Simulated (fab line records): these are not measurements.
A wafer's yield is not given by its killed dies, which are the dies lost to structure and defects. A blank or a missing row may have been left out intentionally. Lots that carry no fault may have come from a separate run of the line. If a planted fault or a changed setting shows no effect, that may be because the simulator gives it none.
Matching of chambers    flow sky130    rie_si-01 running SKY_FIELD_ISO_ETCH_17: 4 sister chambers
The step etches Si in HBr/Cl2/O2, target depth 342 nm, time 97.7 s. 4 wafers are shown with their chamber, then 7 later ones without.

## WAFERS PAIRED WITH THEIR CHAMBERS
wafer   chamber  drypump_motor_current_A (A)
L581.4  2        5.4
L581.6  3        5.4
L591.4  1        6.5
L591.5  0        5.9

## WAFERS WHOSE CHAMBER IS MISSING
wafer   drypump_motor_current_A (A)
L591.6  6.5
L593.3  5.4
L593.4  5.4
L593.5  5.9
L594.4  6.0
L594.5  5.4
L594.6  6.5

## CHAMBER TAKEN BY EACH
wafer   from the rows above      in truth
L591.6  1                        1
L593.3  can't be placed: 2 or 3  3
L593.4  can't be placed: 2 or 3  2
L593.5  0                        0
L594.4  0                        0
L594.5  can't be placed: 2 or 3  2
L594.6  1                        1
Correctly placed: 4 of 7. Unplaceable from these rows: 3, with the true chamber sitting among the candidates in 3. Placed wrongly: 0.
How it was worked out, from the rows above alone: a wafer's distance from a chamber is the root of the sum, over the readings, of the square of ((its reading less the chamber's mean) divided by the reading's scatter). The wafer belongs to the nearest chamber; if the next one is less than 2 further off, it can't be placed. The mean given for a chamber averages the wafers shown for that chamber. The scatter: root of mean squared gap, hidden wafer to nearest shown wafer, with one shown wafer a chamber.
